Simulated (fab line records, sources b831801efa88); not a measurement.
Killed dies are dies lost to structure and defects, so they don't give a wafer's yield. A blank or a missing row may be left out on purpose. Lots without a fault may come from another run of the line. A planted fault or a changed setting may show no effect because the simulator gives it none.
Which tool did it? | flow gf180mcu | 7 lots, 18 wafers sampled, at 2 steps of a route of 602

WHAT THE GAUGES READ, wafer by wafer
GF_VT_IMPLANT_RS_MEAS_49: measures by four-point-probe.
lot  | measured     | on            | MVPSD_RS (ohm/sq)
L204 | day 7 19:35  | film_metro-04 | 1170.5 1172.1 1172.9
L207 | day 8 14:31  | film_metro-03 | 1165.2 1165.1
L210 | day 9 10:32  | film_metro-01 | 1170.1 1171.1 1167.7
L213 | day 10 17:01 | film_metro-01 | 1165.2 1168.8 1164.3
L215 | day 11 07:34 | film_metro-03 | 1165.4 1170.4 1166.1
L219 | day 11 23:38 | film_metro-01 | 1167.9 1165.8 1164.6
L225 | day 13 15:04 | film_metro-03 | 1127.4

WHICH TOOL RAN EACH LOT (tool, then ch and the chambers of the sampled wafers, then the start)
lot  | GF_MVPSD_IMPLANT_08
L204 | implanter-04 ch 0, day 5 05:40
L207 | implanter-04 ch 0, day 5 23:04
L210 | implanter-03 ch 0, day 6 17:00
L213 | implanter-03 ch 0, day 7 19:11
L215 | implanter-04 ch 0, day 8 09:35
L219 | implanter-04 ch 0, day 8 21:58
L225 | implanter-03 ch 0, day 10 11:05
- GF_MVPSD_IMPLANT_08

THE ANSWER, worked out from the rows above alone
Rule: what is usual is taken from the lots themselves. Put in order of their means at a reading, lots are off if they are a third of the lots or fewer, leave a main group of 4 or more, and stand apart from it by a gap of 3 or more times the standard deviation of the main group's means; of several such gaps the widest counts. A main group whose means are all the same, to the digits that the tables above print for the reading, isn't used. A lot without any number at a reading at which 4 lots or more have one is off too. The other lots that the step has rows for count as sound.
Off: L225, at GF_VT_IMPLANT_RS_MEAS_49 (MVPSD_RS). The main group: mean 1167.7 ohm/sq, standard deviation 2.3.
A tool fits if, at a process step before that reading, it ran every lot that is off, and no sound lot after the first of them. The gauges at GF_VT_IMPLANT_RS_MEAS_49 are tried like those tools. Can't be told from this: 2 tools fit, implanter-03 at GF_MVPSD_IMPLANT_08, film_metro-03 at GF_VT_IMPLANT_RS_MEAS_49.

WHAT THE SIMULATOR HAD PUT IN
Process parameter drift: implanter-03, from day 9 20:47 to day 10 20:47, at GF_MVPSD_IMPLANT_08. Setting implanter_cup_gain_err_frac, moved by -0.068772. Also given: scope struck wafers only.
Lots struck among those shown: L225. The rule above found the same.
